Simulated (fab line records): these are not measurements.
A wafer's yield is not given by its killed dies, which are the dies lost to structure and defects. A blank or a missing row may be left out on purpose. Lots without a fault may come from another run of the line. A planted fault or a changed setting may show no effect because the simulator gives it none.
Comparing a struck lot with a sound one | flow sky130 | 15 steps out of a route of 708
Sound: these wafers, L631.1, L631.2, L631.3. Wafers L626.2, L626.4, L626.5 were the ones struck. The cause is given at the end.
Order at every step that has rows: each side's tool, ch and its chambers, its first start. Under that, the readings that differ: sound wafers | struck wafers | difference of the means | sigmas: that difference in standard deviations of wafers without a fault.
alike: readings whose means differ by less than 2 such deviations, and words and numbers that are the same on both sides. not compared: withheld readings, readings that some wafer has no value for, bounds like >300 that may hide the same value, and numbers for which the record gives no deviation and whose values overlap.
The two part at a step that has a row with sigmas, a row that says differs or no value, or rows on one side only. Non-overlapping numbers with no deviation appear without sigmas and do not part them. Lack of a reading on every wafer of one side parts them only where that side has two or more wafers.

SKY_CONTACT_THK_MEAS_01:
  struck on film metro-02, day 34 05:38; sound on film metro-03, day 36 08:35
  alike: CONTACT_CVD_00_THK
then, 1 step without rows for these wafers: SKY_CONTACT_HDPCVD_02 (deposits SiO2, target thk 565 nm, time 94.2 s).
SKY_CONTACT_THK_MEAS_03:
  struck on film metro-02, day 34 05:49; sound on film metro-01, day 36 08:45
  alike: CONTACT_HDPCVD_THK
SKY_CONTACT_CMP_04: polishes SiO2.
  sound on cmp-01 ch 0,1,3, day 36 08:49; struck on cmp-02 ch 1,2, day 34 05:52
  alike: motor current A, time to endpoint s
SKY_CONTACT_BOW_MEAS_05:
  struck on film metro-02, day 34 06:11; sound on film metro-01, day 36 09:07
  alike: CONTACT_BOW
then, 7 steps without rows for these wafers: SKY_CONTACT_DEHYDRATE_06 (time 60 s); SKY_CONTACT_HMDS_07 (prime time 60 s); SKY_CONTACT_COAT_08 (resist thk 60 nm); SKY_CONTACT_COAT_09 (resist thk 450 nm); SKY_CONTACT_SOFTBAKE_10 (time 88.25 s); SKY_CONTACT_EXPOSE_11 (exposes mask CTM1, target cd 170 nm); SKY_CONTACT_PEB_12.
SKY_CONTACT_DEVELOP_13: develop time 60 s.
  sound on litho track-03 ch 0, day 37 11:00; struck on litho track-02 ch 0, day 35 08:00
  reading              | sound             | struck            | difference | sigmas
  developer temp C (C) | 21.13 20.96 21.10 | 20.17 20.19 20.13 | -0.90      | -10
SKY_CONTACT_CD_MEAS_14 targets a cd of 170 nm.
  struck on cd sem-01, day 35 08:49; sound on cd sem-02, day 37 11:45
  alike: cd nm
-- the record jumps here: 13 days lie between the struck wafers' starts before and after (it left off in module CONTACT and takes up again in module PAD_OPEN, whose first step shown is number 708 of the route) --
SKY_PAD_OPEN_PROBE_99:
  struck on prober-01, day 48 16:22; sound on prober-01, day 50 02:59
  alike: killed_at_M0_to_M3, killed_at_M4_up, killed at contacts, killed at front end, killed at other, killed dies, killed on rim, killed open, killed short

## WHERE THEY PART
Only at SKY_CONTACT_DEVELOP_13, as far as this record shows. Later steps at which nothing parts them and some readings are alike: SKY_CONTACT_CD_MEAS_14, SKY_PAD_OPEN_PROBE_99.

WHY: the cause the simulator had injected
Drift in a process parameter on litho track-02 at SKY_CONTACT_DEVELOP_13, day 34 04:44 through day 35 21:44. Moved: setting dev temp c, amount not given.
